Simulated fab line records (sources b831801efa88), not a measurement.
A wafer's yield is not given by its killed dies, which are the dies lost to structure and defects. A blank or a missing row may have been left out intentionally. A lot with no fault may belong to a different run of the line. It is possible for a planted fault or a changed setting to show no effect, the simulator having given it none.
fab line records -- flow sky130
[record] lots = 12, wafers = 34, last-day = 50
route steps=708 shown FIELD_ISO@14 NWELL@82 CONTACT@406 CAP2M@615
lots that met no fault: from a run of the same line without faults
start-h: hours from the record's first day to the start of the lot's first wafer shown -- wait-h: time in hours since the lot's previous step -- " identical to the entry in the row above -- L1.1+2: a single row standing in for several wafers -- - no value, or no start given -- * or withheld: withheld -- < > ~ a bound
route shown NAME@n: NAME is a module with steps in the file, n the number in the route of the first one -- usual: mean and standard deviation over wafers with no fault -- same: alike in all rows -- chamber/n: place in a boat -- sites: readings site by site -- _std_site: standard deviation of those values -- _edge_site: the outer-site mean with the inner-site mean subtracted -- radius-mm: how far each site lies from the wafer's centre -- mask NAME#n: copy n -- behind: the tool/chamber that last shaped the wafer -- hold: why the lot was held/for how many hours/how that ended -- device: whichever transistor did not switch (one of n, p or np) -- end of line: at the end of the route, the tests of the same wafers -- step lacking rows: just its recipe -- killed: at the first sort, the dies lost to defects and structure; wafer yield is something else -- map: dies across one wafer; x = killed, . = not, _ = none there
set.NAME: the run value of the setting; set.NAME@STEP: its run value at that earlier step -- model.NAME: the simulator's own value behind a step, which no gauge read
a sample of lots followed through the steps of the route, with each step as a table and each wafer as a row
services: from which hour (start-h, from the record's first day; less than 0 if before it) a tool's chamber was out of use, for how many hours, and why
[[steps]]
[step SKY_FIELD_ISO_CD_MEAS_13]
[recipe] target-cd-nm = 150
[usual] cd-nm = 149.6/1.5
lot.wafer,tool,chamber,start-h,wait-h,cd-nm
L517.1,cd-sem-01,-,27.97,-,148.7
L517.3,cd-sem-01,-,27.97,-,149.3
L517.5,cd-sem-01,-,27.97,-,149.1
L519.1,cd-sem-02,-,40.23,-,149.6
L519.3,cd-sem-02,-,40.23,-,149.0
L519.5,cd-sem-02,-,40.23,-,149.1
L521.2,cd-sem-02,-,49.23,-,147.2
L521.4,cd-sem-02,-,49.23,-,147.9
L521.6,cd-sem-02,-,49.23,-,147.7
L522.1,cd-sem-01,-,54.81,-,150.9
L522.5,cd-sem-01,-,54.81,-,151.4
L522.6,cd-sem-01,-,54.81,-,151.1
L523.3,cd-sem-02,-,59.97,-,149.5
L523.4,cd-sem-02,-,59.97,-,149.1
L523.5,cd-sem-02,-,59.97,-,152.8
L524.1,cd-sem-01,-,66.18,-,150.6
L524.2,cd-sem-01,-,66.18,-,150.7
L524.3,cd-sem-01,-,66.18,-,150.1
L529.1,cd-sem-01,-,90.51,-,149.4
L529.4,cd-sem-01,-,90.51,-,150.8
L529.5,cd-sem-01,-,90.51,-,150.2
L532.1,cd-sem-01,-,108.12,-,150.9
L532.4,cd-sem-01,-,108.12,-,151.5
L533.1,cd-sem-02,-,111.76,-,146.1
L533.4,cd-sem-02,-,111.76,-,145.2
L535.2,cd-sem-02,-,123.14,-,149.4
L535.3,cd-sem-02,-,123.14,-,150.8
L535.4,cd-sem-02,-,123.14,-,150.6
L536.1,cd-sem-02,-,127.21,-,149.7
L536.2,cd-sem-02,-,127.21,-,148.9
L536.5,cd-sem-02,-,127.21,-,149.8
L540.4,cd-sem-02,-,150.14,-,151.1
L540.5,cd-sem-02,-,150.14,-,151.1
L540.6,cd-sem-02,-,150.14,-,150.3
[step SKY_NWELL_RS_MEAS_29]
[recipe] thk-meas-gauge = four-point-probe
[usual] NWELL_RS = 625.1/1.8
lot.wafer,tool,chamber,start-h,wait-h,NWELL_RS[ohm/sq]
L517.1,film-metro-01,-,104.12,0.1,623.3
L517.3,film-metro-01,-,104.12,0.1,624.6
L517.5,film-metro-01,-,104.12,0.1,624.4
L519.1,film-metro-02,-,117.46,0.1,626.0
L519.3,film-metro-02,-,117.46,0.1,627.3
L519.5,film-metro-02,-,117.46,0.1,626.8
L521.2,film-metro-02,-,127.14,0.1,625.0
L521.4,film-metro-02,-,127.14,0.1,625.9
L521.6,film-metro-02,-,127.14,0.1,626.4
L522.1,film-metro-03,-,135.16,0.2,626.3
L522.5,film-metro-03,-,135.16,0.2,625.6
L522.6,film-metro-03,-,135.16,0.2,628.4
L523.3,film-metro-03,-,140.26,0.1,625.9
L523.4,film-metro-03,-,140.26,0.1,627.6
L523.5,film-metro-03,-,140.26,0.1,627.6
L524.1,film-metro-02,-,146.77,0.2,624.9
L524.2,film-metro-02,-,146.77,0.2,624.4
L524.3,film-metro-02,-,146.77,0.2,624.9
L529.1,film-metro-02,-,175.77,0.2,627.9
L529.4,film-metro-02,-,175.77,0.2,627.7
L529.5,film-metro-02,-,175.77,0.2,628.5
L532.1,film-metro-02,-,195.87,0.1,625.6
L532.4,film-metro-02,-,195.87,0.1,624.7
L533.1,film-metro-03,-,206.56,0.1,625.2
L533.4,film-metro-03,-,206.56,0.1,626.9
L535.2,film-metro-01,-,219.74,0.1,624.8
L535.3,film-metro-01,-,219.74,0.1,625.8
L535.4,film-metro-01,-,219.74,0.1,626.8
L536.1,film-metro-02,-,221.03,0.1,624.7
L536.2,film-metro-02,-,221.03,0.1,625.2
L536.5,film-metro-02,-,221.03,0.1,626.6
L540.4,film-metro-01,-,246.32,0.1,621.6
L540.5,film-metro-01,-,246.32,0.1,619.8
L540.6,film-metro-01,-,246.32,0.1,619.8
[step SKY_CONTACT_CVD_00]
[recipe] material = Si3N4, target-thk-nm = 75, temp-c = 400, time-s = withheld, rf-w = 450
[usual] heater-power-w = 721/83
lot.wafer,tool,chamber,start-h,wait-h,heater-power-w
L517.1,pecvd-01,1,706.60,0.0,785
L517.3,pecvd-01,0,706.60,0.0,611
L517.5,pecvd-01,1,706.60,0.0,774
L519.1,pecvd-04,1,719.84,0.0,796
L519.3,pecvd-04,0,719.84,0.0,692
L519.5,pecvd-04,1,719.84,0.0,850
L521.2,pecvd-02,1,745.95,0.0,655
L521.4,pecvd-02,1,745.95,0.0,669
L521.6,pecvd-02,0,745.95,0.0,686
L522.1,pecvd-04,1,747.84,0.0,870
L522.5,pecvd-04,0,747.84,0.0,592
L522.6,pecvd-04,2,747.84,0.0,798
L523.3,pecvd-02,1,754.54,0.0,778
L523.4,pecvd-02,1,754.54,0.0,804
L523.5,pecvd-02,2,754.54,0.0,740
L524.1,pecvd-01,0,762.17,0.0,515
L524.2,pecvd-01,2,762.17,0.0,755
L524.3,pecvd-01,1,762.17,0.0,710
L529.1,pecvd-04,0,809.09,0.0,561
L529.4,pecvd-04,0,809.09,0.0,568
L529.5,pecvd-04,2,809.09,0.0,801
L532.1,pecvd-04,0,826.96,0.0,582
L532.4,pecvd-04,2,826.96,0.0,684
L533.1,pecvd-04,1,836.99,0.0,776
L533.4,pecvd-04,2,836.99,0.0,795
L535.2,pecvd-01,1,855.84,0.0,799
L535.3,pecvd-01,0,855.84,0.0,561
L535.4,pecvd-01,0,855.84,0.0,557
L536.1,pecvd-02,1,860.27,0.0,720
L536.2,pecvd-02,2,860.27,0.0,759
L536.5,pecvd-02,2,860.27,0.0,758
L540.4,pecvd-01,2,882.60,0.0,742
L540.5,pecvd-01,1,882.60,0.0,774
L540.6,pecvd-01,0,882.60,0.0,600
[step SKY_CONTACT_THK_MEAS_01]
[recipe] reads = Si3N4_of_CONTACT_CVD_00
[usual] CONTACT_CVD_00_THK = 74.8/0.93
lot.wafer,tool,chamber,start-h,wait-h,CONTACT_CVD_00_THK[nm]
L517.1,film-metro-03,-,706.63,-,75.1
L517.3,film-metro-03,-,706.63,-,74.7
L517.5,film-metro-03,-,706.63,-,75.5
L519.1,film-metro-04,-,719.87,-,74.8
L519.3,film-metro-04,-,719.87,-,75.0
L519.5,film-metro-04,-,719.87,-,75.4
L521.2,film-metro-03,-,745.99,-,74.6
L521.4,film-metro-03,-,745.99,-,75.9
L521.6,film-metro-03,-,745.99,-,74.4
L522.1,film-metro-04,-,747.88,-,73.9
L522.5,film-metro-04,-,747.88,-,74.3
L522.6,film-metro-04,-,747.88,-,75.3
L523.3,film-metro-03,-,754.60,-,74.4
L523.4,film-metro-03,-,754.60,-,76.6
L523.5,film-metro-03,-,754.60,-,75.2
L524.1,film-metro-04,-,762.21,-,73.8
L524.2,film-metro-04,-,762.21,-,74.2
L524.3,film-metro-04,-,762.21,-,74.0
L529.1,film-metro-04,-,809.12,-,57.6
L529.4,film-metro-04,-,809.12,-,75.5
L529.5,film-metro-04,-,809.12,-,76.2
L532.1,film-metro-03,-,826.99,-,57.8
L532.4,film-metro-03,-,826.99,-,76.5
L533.1,film-metro-04,-,837.03,-,57.1
L533.4,film-metro-04,-,837.03,-,74.8
L535.2,film-metro-01,-,855.88,-,74.5
L535.3,film-metro-01,-,855.88,-,74.5
L535.4,film-metro-01,-,855.88,-,74.9
L536.1,film-metro-01,-,860.30,-,75.6
L536.2,film-metro-01,-,860.30,-,74.5
L536.5,film-metro-01,-,860.30,-,75.6
L540.4,film-metro-01,-,882.64,-,77.2
L540.5,film-metro-01,-,882.64,-,75.8
L540.6,film-metro-01,-,882.64,-,75.6
[step SKY_CONTACT_ETCH_18]
[recipe] target = Si3N4, chemistry = CHF3/O2, stop-on = TiN, source-w = 600, bias-w = 200, pressure-mtorr = 40, chf3-flow-sccm = 50, O2_flow_sccm = 5, time-s = 39, target-depth-a = 750
[usual] drypump-motor-current-A = 5.7/0.35, oes-product-au = 0.854/0.0077, throttle-valve-pct = 8.794/0.0098
lot.wafer,tool,chamber,start-h,wait-h,drypump-motor-current-A,oes-product-au,rf-hours-counter-h,throttle-valve-pct
L517.1,rie-diel-04,3,-,-,5.9,0.855,16,8.787
L517.3,rie-diel-04,0,-,-,5.5,0.855,12,8.801
L517.5,rie-diel-04,0,-,-,5.5,0.864,-,8.809
L519.1,rie-diel-01,2,-,-,5.8,0.855,28,8.797
L519.3,rie-diel-01,0,-,-,5.5,0.854,11,8.791
L519.5,rie-diel-01,1,-,-,5.8,0.853,-,8.802
L521.2,rie-diel-04,2,-,-,6.3,0.858,21,8.784
L521.4,rie-diel-04,1,-,-,5.2,0.869,20,8.805
L521.6,rie-diel-04,1,-,-,5.2,0.855,-,8.782
L522.1,rie-diel-04,1,-,-,5.2,0.842,20,8.783
L522.5,rie-diel-04,0,-,-,5.6,0.851,-,8.790
L522.6,rie-diel-04,3,-,-,5.9,0.851,-,8.806
L523.3,rie-diel-01,2,-,-,5.9,0.852,29,8.797
L523.4,rie-diel-01,3,-,-,5.3,0.866,14,8.779
L523.5,rie-diel-01,0,-,-,5.5,0.862,-,8.811
L524.1,rie-diel-04,1,-,-,5.2,0.844,20,8.801
L524.2,rie-diel-04,2,-,-,6.3,0.846,21,8.802
L524.3,rie-diel-04,3,-,-,5.9,0.848,18,8.787
L529.1,rie-diel-04,0,-,-,5.5,0.746,16,8.762
L529.4,rie-diel-04,2,-,-,6.4,0.862,-,8.803
L529.5,rie-diel-04,0,-,-,5.5,0.869,-,8.790
L532.1,rie-diel-04,0,-,-,5.6,0.738,16,8.753
L532.4,rie-diel-04,3,-,-,5.9,0.870,20,8.798
L533.1,rie-diel-03,2,-,-,5.7,0.741,24,8.772
L533.4,rie-diel-03,0,-,-,5.3,0.858,-,8.787
L535.2,rie-diel-01,2,-,-,5.8,0.857,0,8.788
L535.3,rie-diel-01,0,-,-,5.5,0.855,16,8.789
L535.4,rie-diel-01,3,-,-,5.3,0.854,18,8.785
L536.1,rie-diel-01,0,-,-,5.5,0.856,16,8.784
L536.2,rie-diel-01,2,-,-,5.8,0.854,0,8.805
L536.5,rie-diel-01,0,-,-,5.5,0.853,-,8.781
L540.4,rie-diel-04,0,-,-,5.5,0.869,18,8.812
L540.5,rie-diel-04,0,-,-,5.6,0.858,-,8.809
L540.6,rie-diel-04,1,-,-,5.2,0.865,-,8.773
[step SKY_CAP2M_OVL_MEAS_12]
[usual] CAP2M_OVL = -0.4/1.4
lot.wafer,tool,chamber,start-h,wait-h,CAP2M_OVL[nm]
L517.1,overlay-02,-,953.62,0.1,0.9
L517.3,overlay-02,-,953.62,0.1,1.0
L517.5,overlay-02,-,953.62,0.1,2.4
L519.1,overlay-02,-,965.22,0.1,1.0
L519.3,overlay-02,-,965.22,0.1,0.9
L519.5,overlay-02,-,965.22,0.1,1.3
L521.2,overlay-01,-,988.28,0.1,-2.5
L521.4,overlay-01,-,988.28,0.1,-3.4
L521.6,overlay-01,-,988.28,0.1,-2.6
L522.1,overlay-02,-,991.63,0.1,-1.7
L522.5,overlay-02,-,991.63,0.1,-0.8
L522.6,overlay-02,-,991.63,0.1,-0.5
L523.3,overlay-01,-,996.89,0.1,-1.6
L523.4,overlay-01,-,996.89,0.1,-0.5
L523.5,overlay-01,-,996.89,0.1,-0.9
L524.1,overlay-01,-,1003.28,0.1,-1.6
L524.2,overlay-01,-,1003.28,0.1,-1.5
L524.3,overlay-01,-,1003.28,0.1,0.2
L529.1,overlay-01,-,1041.56,0.1,-1.7
L529.4,overlay-01,-,1041.56,0.1,-1.1
L529.5,overlay-01,-,1041.56,0.1,-1.8
L532.1,overlay-02,-,1058.63,0.1,-0.5
L532.4,overlay-02,-,1058.63,0.1,1.3
L533.1,overlay-01,-,1073.11,0.1,-1.0
L533.4,overlay-01,-,1073.11,0.1,-2.1
L535.2,overlay-02,-,1081.64,0.1,-0.3
L535.3,overlay-02,-,1081.64,0.1,1.2
L535.4,overlay-02,-,1081.64,0.1,1.3
L536.1,overlay-01,-,1086.08,0.1,1.7
L536.2,overlay-01,-,1086.08,0.1,0.8
L536.5,overlay-01,-,1086.08,0.1,0.7
L540.4,overlay-02,-,1105.03,0.1,-0.3
L540.5,overlay-02,-,1105.03,0.1,0.5
L540.6,overlay-02,-,1105.03,0.1,1.3
[[services]]
tool,chamber,start-h,hours,kind
pecvd-01,0,683.66,4.1,repair
pecvd-04,-,692.76,2.8,pm
pecvd-01,0,699.88,2.1,scheduled-down
pecvd-01,-,701.64,0.2,repair
pecvd-04,0,703.46,5.5,scheduled-down
rie-diel-03,0,703.67,-,clean
rie-diel-03,1,718.14,9.3,repair
rie-diel-03,-,731.23,0.6,repair
pecvd-01,-,742.63,6.0,pm
rie-diel-03,2,762.65,1.8,repair
rie-diel-03,3,767.08,7.6,repair
pecvd-04,-,805.61,0.5,repair
rie-diel-01,2,810.21,1.4,repair
rie-diel-04,1,828.45,9.7,repair
pecvd-01,-,835.22,14.6,pm
rie-diel-04,3,836.02,1.4,repair
rie-diel-01,2,844.97,-,clean
rie-diel-01,2,844.97,33.2,scheduled-down
rie-diel-01,2,844.97,33.2,vent-cycle
rie-diel-03,3,855.48,132.0,repair
pecvd-01,-,862.97,1.4,repair
rie-diel-01,1,872.11,2.4,repair
pecvd-01,1,874.46,5.5,scheduled-down
pecvd-04,2,883.18,16.8,repair
[[key]]
[first-sign] step = SKY_CONTACT_THK_MEAS_01, reading = CONTACT_CVD_00_THK, direction = down, sigmas = 19, usual = 74.8, struck = 57.5
[effect] step = SKY_CONTACT_ETCH_18, reading = oes-product-au, direction = down, sigmas = 15, usual = 0.854, struck = 0.742
met-at SKY_CONTACT_CVD_00
struck-lots L529,L532,L533
struck-wafers L529.1,L532.1,L533.1
tester-left-out L529,L532,L533
not-acting-at SKY_FIELD_ISO_CD_MEAS_13,SKY_NWELL_RS_MEAS_29,SKY_CAP2M_OVL_MEAS_12
onset-between 747.84 809.09
[fault] kind = process-parameter-drift, tool = pecvd-04, chamber = -, onset-h = 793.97, steps = SKY_CONTACT_CVD_00, channel = target-thk-nm, offset = -16.357, shape = step, end-h = 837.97, scope = struck-wafers-only, acts-in = these-recipes-only, stated = 75
// tester-left-out: of these lots the tester's yield and bins aren't shown, on N5 and GAA mostly nor the transistor test; their killed dies are dies lost to structure and defects alone, not to doping, threshold or leakage, so they don't give the yield
